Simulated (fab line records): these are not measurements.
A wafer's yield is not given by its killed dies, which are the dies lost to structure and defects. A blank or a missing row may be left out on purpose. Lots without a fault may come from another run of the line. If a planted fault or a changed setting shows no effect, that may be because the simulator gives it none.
fab line records | flow sky130
record lots=6 wafers=18 last-day=50
route steps=708 shown METAL5@664 PAD_OPEN@708
lots untouched by any fault: they come from a run of this same line in which no faults occurred
start-h: hours from the record's first day to the start of the lot's first wafer shown | wait-h: time in hours since the lot's previous step | " unchanged from the row above | L1.1+2: a single row standing in for several wafers | - no value present, or no start provided | * or withheld: withheld | < > ~ a bound
route shown NAME@n: NAME is a module with steps in the file, n the number in the route of the first one | usual: mean/standard deviation of fault-free wafers | same: alike in all rows | chamber/n: place in a boat | sites: per-site readings | _std_site: their standard deviation | _edge_site: mean of outer sites minus mean of inner sites | radius-mm: for every site, how far away it sits from the centre of the wafer | mask NAME#n: copy n | behind: the tool/chamber that last shaped the wafer | hold: reason for holding the lot/hours on hold/outcome of the hold | device: which transistor (n, p or np) failed to switch | end of line: at the end of the route, the tests of the same wafers | for a step that has no rows: nothing shown but its recipe | killed: count of dies lost to structure and defects at first sort (not the wafer's yield) | map: per-die view of a wafer (x killed, . not killed, _ where there is no die)
set.NAME: the setting the step ran with; set.NAME@STEP: the setting that earlier step ran with | model.NAME: the simulator's own value behind a step, which no gauge read
lots at selected steps of the route; one table per step, one row per wafer
services: the hour from which a tool's chamber was out of use, counted from the record's first day as start-h (under 0 if before that day), plus the number of hours and why
## steps
# step SKY_METAL5_SPUTTER_03
# recipe material=Ti target-thk-nm=5 power-w=3000 time-s=3.3 chamber-pressure-pa=0.4
# usual cathode-dc-power-W=3000.0/0.53 throttle-valve-pct=30.4/1
# same time-s=3.3
# columns lot.wafer tool chamber start-h wait-h cathode-dc-power-W throttle-valve-pct
L247.2 pvd-sputter-01 - 1026.23 0.0 3000.0 31.5
L247.4 " - " " 2999.7 28.5
L247.6 " - " " 3000.1 28.3
L252.1 pvd-sputter-03 - 1059.53 0.0 3000.3 29.8
L252.5 " - " " 2999.7 30.4
L252.6 " - " " 3000.0 31.3
L256.1 pvd-sputter-01 - 1081.49 0.0 2999.8 32.2
L256.2 " - " " 3000.4 28.4
L256.4 " - " " 2999.7 31.5
L260.1 pvd-sputter-03 - 1102.59 0.0 3000.3 29.7
L260.4 " - " " 3001.0 31.2
L260.6 " - " " 3000.5 31.2
L265.3 pvd-sputter-02 - 1128.54 0.0 2999.5 29.4
L265.5 " - " " 2999.5 29.5
L265.6 " - " " 3000.2 32.0
L268.1 pvd-sputter-01 - 1145.59 0.0 2999.9 32.1
L268.3 " - " " 3000.6 30.4
L268.6 " - " " 2999.9 28.1
# step SKY_METAL5_SPUTTER_04
# recipe material=TiN target-thk-nm=70 power-w=6500 time-s=58.3 chamber-pressure-pa=0.4
# usual cathode-dc-power-W=6500.1/1.2 throttle-valve-pct=30.4/1
# same time-s=58.3
# columns lot.wafer tool chamber start-h wait-h cathode-dc-power-W throttle-valve-pct
L247.2 pvd-sputter-01 - 1026.25 0.0 6499.5 31.3
L247.4 " - " " 6500.5 28.6
L247.6 " - " " 6500.1 28.4
L252.1 pvd-sputter-03 - 1059.55 0.0 6498.7 29.7
L252.5 " - " " 6500.9 30.5
L252.6 " - " " 6498.8 31.4
L256.1 pvd-sputter-01 - 1081.51 0.0 6498.6 32.2
L256.2 " - " " 6499.0 28.2
L256.4 " - " " 6498.9 31.5
L260.1 pvd-sputter-03 - 1102.61 0.0 6499.9 29.6
L260.4 " - " " 6501.2 31.0
L260.6 " - " " 6500.1 31.2
L265.3 pvd-sputter-02 - 1128.56 0.0 6499.3 29.5
L265.5 " - " " 6499.8 29.3
L265.6 " - " " 6501.5 32.0
L268.1 pvd-sputter-01 - 1145.61 0.0 6500.8 32.3
L268.3 " - " " 6500.6 30.3
L268.6 " - " " 6499.2 28.6
# step SKY_METAL5_RS_MEAS_05
# recipe thk-meas-gauge=four-point-probe reads=TiN_of_METAL5_SPUTTER_04+Ti_of_METAL5_SPUTTER_03+AlCu_of_METAL5_SPUTTER_02+TiN_of_METAL5_SPUTTER_01+Ti_of_METAL5_SPUTTER_00
# usual METAL5_ALCU_RS=0.02706/0.0003
# columns lot.wafer tool chamber start-h wait-h METAL5_ALCU_RS[ohm/sq]
L247.2 film-metro-01 - 1026.31 0.0 0.02713
L247.4 " - " " 0.02664
L247.6 " - " " 0.02699
L252.1 film-metro-03 - 1059.60 0.0 0.02721
L252.5 " - " " 0.02704
L252.6 " - " " 0.02672
L256.1 film-metro-01 - 1081.56 0.0 0.02691
L256.2 " - " " 0.02699
L256.4 " - " " 0.02696
L260.1 film-metro-04 - 1102.66 0.0 0.02665
L260.4 " - " " 0.02648
L260.6 " - " " 0.02637
L265.3 film-metro-01 - 1128.65 0.1 0.02697
L265.5 " - " " 0.02688
L265.6 " - " " 0.02687
L268.1 film-metro-01 - 1145.66 0.0 0.02748
L268.3 " - " " 0.02713
L268.6 " - " " 0.02723
# step SKY_METAL5_THK_MEAS_06
# recipe thk-meas-gauge=xrf reads=AlCu_of_METAL5_SPUTTER_02
# usual METAL5_ALCU_THK=1135/12
# columns lot.wafer tool chamber start-h wait-h METAL5_ALCU_THK[nm]
L247.2 film-metro-01 - 1026.42 0.1 1136
L247.4 " - " " 1150
L247.6 " - " " 1138
L252.1 film-metro-03 - 1059.72 0.1 1133
L252.5 " - " " 1141
L252.6 " - " " 1157
L256.1 film-metro-01 - 1081.68 0.1 1139
L256.2 " - " " 1130
L256.4 " - " " 1133
L260.1 film-metro-04 - 1102.78 0.1 1140
L260.4 " - " " 1150
L260.6 " - " " 1152
L265.3 film-metro-01 - 1128.75 0.1 1134
L265.5 " - " " 1142
L265.6 " - " " 1146
L268.1 film-metro-01 - 1145.78 0.1 1113
L268.3 " - " " 1129
L268.6 " - " " 1127
# step SKY_METAL5_DEHYDRATE_07
# recipe temp-c=200 time-s=60
# step SKY_METAL5_HMDS_08
# recipe prime-time-s=60 prime-temp-c=120
# step SKY_METAL5_COAT_09
# recipe resist=NOVOLAK spin-rpm=3000 resist-thk-nm=1800
# step SKY_METAL5_SOFTBAKE_10
# recipe temp-c=90 time-s=60 resist=NOVOLAK
# step SKY_METAL5_EXPOSE_11
# recipe mask-id=MM5 na=0.6 source-shape=conventional sigma-outer=0.6 polarization=unpolarized target-cd-nm=1600 dose-mj=190
# step SKY_METAL5_PEB_12
# recipe temp-c=withheld time-s=* resist=NOVOLAK
# step SKY_METAL5_DEVELOP_13
# recipe resist=NOVOLAK developer=TMAH develop-time-s=60 dev-temp-c=23
# step SKY_METAL5_DESCUM_14
# recipe chemistry=O2 source-power-w=150 bias-power-w=0 pressure-mtorr=10 temp-c=40 time-s=11
# usual drypump-motor-current-A=5.8/0.46 oes-product-au=1.003/0.0091
# same time-s=11
# columns lot.wafer tool chamber start-h wait-h drypump-motor-current-A oes-product-au rf-hours-counter-h
L247.2 rie-metal-03 0 1049.04 0.1 6.5 1.010 19
L247.4 " 1 " " 6.1 0.999 -
L247.6 " 1 " " 6.0 1.010 -
L252.1 rie-metal-03 1 1080.81 0.1 6.0 1.011 18
L252.5 " 1 " " 6.0 1.002 -
L252.6 " 1 " " 6.0 1.010 -
L256.1 rie-metal-03 1 1102.52 0.1 6.0 1.009 20
L256.2 " 0 " " 6.5 1.005 22
L256.4 " 0 " " 6.6 1.010 -
L260.1 rie-metal-01 0 1122.42 0.1 5.4 0.997 15
L260.4 " 0 " " 5.4 0.999 -
L260.6 " 0 " " 5.5 0.995 -
L265.3 rie-metal-02 1 1146.97 0.1 5.4 1.018 -
L265.5 " 0 " " 5.6 0.994 -
L265.6 " 1 " " 5.4 1.007 -
L268.1 rie-metal-01 0 1163.27 0.1 5.4 0.998 18
L268.3 " 0 " " 5.4 0.996 -
L268.6 " 0 " " 5.4 0.987 -
# step SKY_METAL5_METAL_ETCH_15
# recipe target-depth-a=12600 stop-on=SiO2 over-etch-frac=0.2 time-s=252 chemistry=Cl2/BCl3 resist-sidewall-deg=86 pressure-mtorr=10 icp-w=900 bias-w=48.5 Cl2_flow_sccm=60 bcl3-flow-sccm=30
# usual drypump-motor-current-A=5.8/0.46 oes-product-au=0.894/0.0055 run-length-s=280.3/0.48 throttle-valve-pct=22.264/0.0087
# columns lot.wafer tool chamber start-h wait-h drypump-motor-current-A oes-product-au rf-hours-counter-h run-length-s throttle-valve-pct model.NOVOLAK_of_METAL5_COAT_09.thk-nm
L247.2 rie-metal-03 0 1049.07 0.0 6.6 0.897 19 279.8 22.257 1020
L247.4 " 1 " " 6.0 0.891 - 279.8 22.274 1029
L247.6 " 1 " " 6.0 0.899 - 280.1 22.261 1029
L252.1 rie-metal-03 1 1080.88 0.1 6.1 0.863 18 293.0 22.265 983.9
L252.5 " 1 " " 6.0 0.865 - 293.5 22.282 987
L252.6 " 1 " " 6.0 0.860 - 293.3 22.253 987
L256.1 rie-metal-03 1 1102.55 0.0 6.0 0.868 20 293.4 22.279 990.6
L256.2 " 0 " " 6.5 0.874 22 293.3 22.253 983.3
L256.4 " 0 " " 6.6 0.867 - 293.2 22.245 989.8
L260.1 rie-metal-01 0 1122.45 0.0 5.5 0.904 15 281.1 22.277 1034
L260.4 " 0 " " 5.4 0.890 - 281.0 22.267 1036
L260.6 " 0 " " 5.4 0.888 - 280.9 22.265 1040
L265.3 rie-metal-02 1 1147.07 0.1 5.4 0.900 - 280.5 22.260 1022
L265.5 " 0 " " 5.6 0.892 - 279.7 22.279 1041
L265.6 " 1 " " 5.4 0.895 - 280.2 22.254 1025
L268.1 rie-metal-01 0 1163.30 0.0 5.4 0.900 18 281.2 22.259 1043
L268.3 " 0 " " 5.5 0.895 - 281.1 22.266 1034
L268.6 " 0 " " 5.5 0.890 - 281.0 22.268 1030
# step SKY_METAL5_STRIP_16
# recipe chemistry=O2/N2 power-w=1400 pressure-mtorr=1500 platen-temp-c=withheld o2-flow-sccm=3000 n2-flow-sccm=300 overash-fraction=0.5
# usual drypump-motor-current-A=5.4/0.53 oes-product-au=0.711/0.0052 strip-time-to-endpoint-s=13.05/0.13
# columns lot.wafer tool chamber start-h wait-h drypump-motor-current-A oes-product-au rf-hours-counter-h strip-time-to-endpoint-s
L247.2 plasma-asher-03 0 1049.30 0.2 6.2 0.711 91 12.89
L247.4 " 1 " " 5.3 0.705 - 13.00
L247.6 " 0 " " 6.2 0.714 - 12.99
L252.1 plasma-asher-01 1 1081.35 0.4 5.2 0.705 34 12.54
L252.5 " 0 " " 4.8 0.715 - 12.58
L252.6 " 1 " " 5.2 0.714 - 12.58
L256.1 plasma-asher-01 0 1102.79 0.2 4.8 0.712 37 12.62
L256.2 " 1 " " 5.2 0.712 37 12.55
L256.4 " 1 " " 5.2 0.708 - 12.61
L260.1 plasma-asher-01 0 1122.69 0.2 4.9 0.708 40 13.06
L260.4 " 0 " " 4.8 0.714 - 13.09
L260.6 " 0 " " 4.8 0.707 - 13.15
L265.3 plasma-asher-01 1 1147.26 0.1 5.2 0.712 - 12.91
L265.5 " 1 " " 5.2 0.715 - 13.14
L265.6 " 0 " " 4.8 0.708 - 12.95
L268.1 plasma-asher-03 0 1163.54 0.2 6.2 0.703 104 13.16
L268.3 " 1 " " 5.2 0.711 - 13.06
L268.6 " 0 " " 6.2 0.714 - 13.03
# step SKY_METAL5_STRIP_17
# recipe chemistry=post-etch-residue-remover time-s=1200 temp-c=72.5
# step SKY_PAD_OPEN_PROBE_99
# usual defect-limited-yield=82.4/2 killed_at_M0_to_M3=44/7.4 killed_at_M4_up=3.1/1.8 killed-at-contacts=24/5.6 killed-at-front-end=15/4.9 killed-at-other=0.4/0.59 killed-dies=87/9.8 killed-open=47/7.2 killed-short=39/6.8 sort_bin_3_pad_short=0.9/0.41 sort_bin_5_function=10.3/1.6 sort_bin_6_memory=6.5/1.1 sort-n-pass=405/9.8 sort-yield-pct=82.4/2
# same gross-dies=492 killed-at-back-side=0 sort_bin_4_leakage[%]=0 sort_bin_8_speed[%]=0
# columns lot.wafer tool chamber start-h wait-h defect-limited-yield[%] killed_at_M0_to_M3 killed_at_M4_up killed-at-contacts killed-at-front-end killed-at-other killed-dies killed-open killed-short sort_bin_3_pad_short[%] sort_bin_5_function[%] sort_bin_6_memory[%] sort-n-pass sort-yield-pct[%]
L252.1 prober-02 - 1125.95 0.1 84.1 35 1 27 15 0 78 43 33 1.2 10.0 4.7 414 84.1
L252.5 prober-02 - 1126.15 0.2 81.1 44 3 28 18 0 93 47 45 1.2 11.0 6.7 399 81.1
L252.6 prober-02 - 1126.20 0.2 84.6 37 4 20 15 0 76 33 42 1.0 10.0 4.5 416 84.6
# killed by level:class
L252.1 VIA1:geometric-particle:open=10 LOCAL_INTERCONNECT:geometric-particle:short=9 LI_CONTACT:geometric-particle:open=8 VIA3:geometric-particle:open=8 FIELD_ISO:geometric-particle:short=5 FIELD_ISO:geometric-particle:open=4 CONTACT:geometric-particle:open=4 METAL2:geometric-particle:short=4
L252.5 CONTACT:geometric-particle:open=11 VIA1:geometric-particle:open=9 POLY_GATE:geometric-particle:short=8 VIA3:geometric-particle:open=8 CONTACT:geometric-particle:short=7 VIA1:geometric-particle:short=7 METAL1:geometric-particle:short=6 LI_CONTACT:geometric-particle:open=6
L252.6 VIA1:geometric-particle:short=8 CONTACT:geometric-particle:open=8 VIA1:geometric-particle:open=6 VIA3:geometric-particle:open=5 CONTACT:geometric-particle:short=5 POLY_GATE:geometric-particle:short=4 LI_CONTACT:geometric-particle:open=4 VIA3:geometric-particle:short=4
## services
# columns tool chamber start-h hours kind
rie-metal-02 - 1007.86 2.8 pm
pvd-sputter-01 - 1048.43 25.2 repair
pvd-sputter-01 - 1054.38 3.5 repair
pvd-sputter-02 1 1061.60 - consumable-replace:kit
pvd-sputter-02 1 1061.60 18.0 scheduled-down
pvd-sputter-02 1 1061.60 18.0 vent-cycle
pvd-sputter-03 2 1071.50 - consumable-replace:kit
pvd-sputter-03 2 1071.50 18.0 scheduled-down
pvd-sputter-03 2 1071.50 18.0 vent-cycle
rie-metal-03 0 1074.85 10.5 repair
rie-metal-01 - 1076.39 0.4 repair
pvd-sputter-01 2 1102.88 - consumable-replace:kit
pvd-sputter-01 2 1102.88 18.0 scheduled-down
pvd-sputter-01 2 1102.88 18.0 vent-cycle
rie-metal-03 - 1110.33 0.4 repair
## key
first-sign step=SKY_METAL5_METAL_ETCH_15 reading=run-length-s direction=up sigmas=27 usual=* struck=*
effect step=SKY_METAL5_METAL_ETCH_15 reading=oes-product-au direction=down sigmas=5.1 usual=0.894 struck=0.866
effect step=SKY_METAL5_STRIP_16 reading=strip-time-to-endpoint-s direction=down sigmas=3.6 usual=* struck=*
model-effect step=SKY_METAL5_METAL_ETCH_15 value=NOVOLAK_of_METAL5_COAT_09.thk-nm without=1027 struck=987
met-at SKY_METAL5_METAL_ETCH_15
struck-wafers L252.1,L252.5,L252.6,L256.1,L256.2,L256.4
onset-between 1049.07 1080.88
fault kind=process-parameter-drift tool=rie-metal-03 chamber=- onset-h=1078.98 steps=SKY_METAL5_METAL_ETCH_15 channel=time-s offset=* shape=step end-h=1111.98 acts-in=* stated=*
